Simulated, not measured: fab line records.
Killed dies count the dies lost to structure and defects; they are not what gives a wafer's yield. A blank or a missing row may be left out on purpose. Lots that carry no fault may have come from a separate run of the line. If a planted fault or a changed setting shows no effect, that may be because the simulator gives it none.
Tool commonality check -- flow gf180mcu -- 13 lots, 39 wafers sampled

== REASON IT WAS OPENED ==
At GF_VT_IMPLANT_OVL_MEAS_07 the reading VT_IMPLANT_OVL is flagged on 3 of 13 lots. No-fault wafers: -0.1 nm, standard deviation 1.5.
Rule: a lot gets a flag if all its wafers with a number sit over 4 standard deviations from that mean, or if no wafer of it has a number. All remaining lots are regarded as sound.

lot,measured,on,"VT_IMPLANT_OVL (nm), wafer by wafer",flag
L317,day 5 14:48,overlay-01,1.6 2.1 0.8,
L318,day 5 20:43,overlay-01,0.8 -0.9 0.0,
L319,day 6 02:59,overlay-01,-0.2 -1.6 -0.1,
L320,day 6 09:50,overlay-01,-1.1 -1.7 0.2,
L321,day 6 14:35,overlay-02,-1.3 0.3 0.4,
L324,day 7 10:35,overlay-01,-94.9 -96.4 -97.1,FLAGGED
L325,day 7 15:50,overlay-01,-94.5 -96.1 -97.7,FLAGGED
L328,day 8 08:29,overlay-01,-97.5 -98.0 -98.6,FLAGGED
L330,day 8 23:28,overlay-02,0.5 0.5 -1.4,
L332,day 9 13:50,overlay-01,1.8 -0.5 -0.6,
L334,day 10 02:53,overlay-02,-1.6 -1.6 -1.9,
L337,day 10 17:45,overlay-01,-0.3 -0.6 -1.0,
L338,day 10 22:12,overlay-02,-1.4 1.9 0.5,
On average the flagged lots' numbers are -96.8 nm, which is -96.7 nm against the usual, or -64 standard deviations.

== WHICH TOOL RAN EACH LOT ==
The record holds 1 process step before the reading, out of a route of 602 steps. Every cell lists first the tool, next ch and the chambers used by the sampled wafers, and last the start.
lot,flag,GF_VT_IMPLANT_EXPOSE_04
L317,,"iline_stepper-01 ch 0, day 5 07:41"
L318,,"iline_stepper-01 ch 0, day 5 13:29"
L319,,"iline_stepper-01 ch 0, day 5 20:05"
L320,,"iline_stepper-02 ch 0, day 6 02:13"
L321,,"iline_stepper-02 ch 0, day 6 07:29"
L324,FLAGGED,"iline_stepper-02 ch 0, day 7 02:53"
L325,FLAGGED,"iline_stepper-02 ch 0, day 7 08:38"
L328,FLAGGED,"iline_stepper-02 ch 0, day 8 01:39"
L330,,"iline_stepper-01 ch 0, day 8 16:23"
L332,,"iline_stepper-01 ch 0, day 9 05:47"
L334,,"iline_stepper-01 ch 0, day 9 18:29"
L337,,"iline_stepper-01 ch 0, day 10 09:20"
L338,,"iline_stepper-01 ch 0, day 10 14:07"
These steps, and what they do:
- GF_VT_IMPLANT_EXPOSE_04: exposes mask LVPWELL LV AREA, target cd 600 nm.
- GF_VT_IMPLANT_OVL_MEAS_07

== FLAGGED OVER TOTAL, TOOL BY TOOL (the gauges that took the reading come last) ==
step,tool,lots run,flagged,share of the flagged lots,sound lots run after its first flagged lot
GF_VT_IMPLANT_EXPOSE_04,iline_stepper-01,8,0,none,-
GF_VT_IMPLANT_EXPOSE_04,iline_stepper-02,5,3,all,0
GF_VT_IMPLANT_OVL_MEAS_07,overlay-01,9,3,all,"2 (L332,L337)"
GF_VT_IMPLANT_OVL_MEAS_07,overlay-02,4,0,none,-

== WHAT IS ALLOWED BY THE TABLE ==
2 rows of the table ran every flagged lot: iline_stepper-02 at GF_VT_IMPLANT_EXPOSE_04, overlay-01 at GF_VT_IMPLANT_OVL_MEAS_07.
- iline_stepper-02 at GF_VT_IMPLANT_EXPOSE_04 ran 5 lots, 3 of them flagged. A fault beginning between L321 (day 6 07:29), its last sound lot, and L324 (day 7 02:53), its first flagged one, fits the data.
- overlay-01 at GF_VT_IMPLANT_OVL_MEAS_07 ran 9 lots, 3 of them flagged. Sound lots followed the first flagged one (L332, L337) on it, something a lasting fault affecting the whole tool could not allow.
What remains is a single tool, iline_stepper-02 at GF_VT_IMPLANT_EXPOSE_04.

== WHAT THE SIMULATOR HAD PUT IN ==
Scanner matching overlay: iline_stepper-02, from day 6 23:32 on, at GF_VT_IMPLANT_EXPOSE_04. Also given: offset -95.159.
Shown lots that were struck: L324, L325, L328. This agrees with what the rule above found.
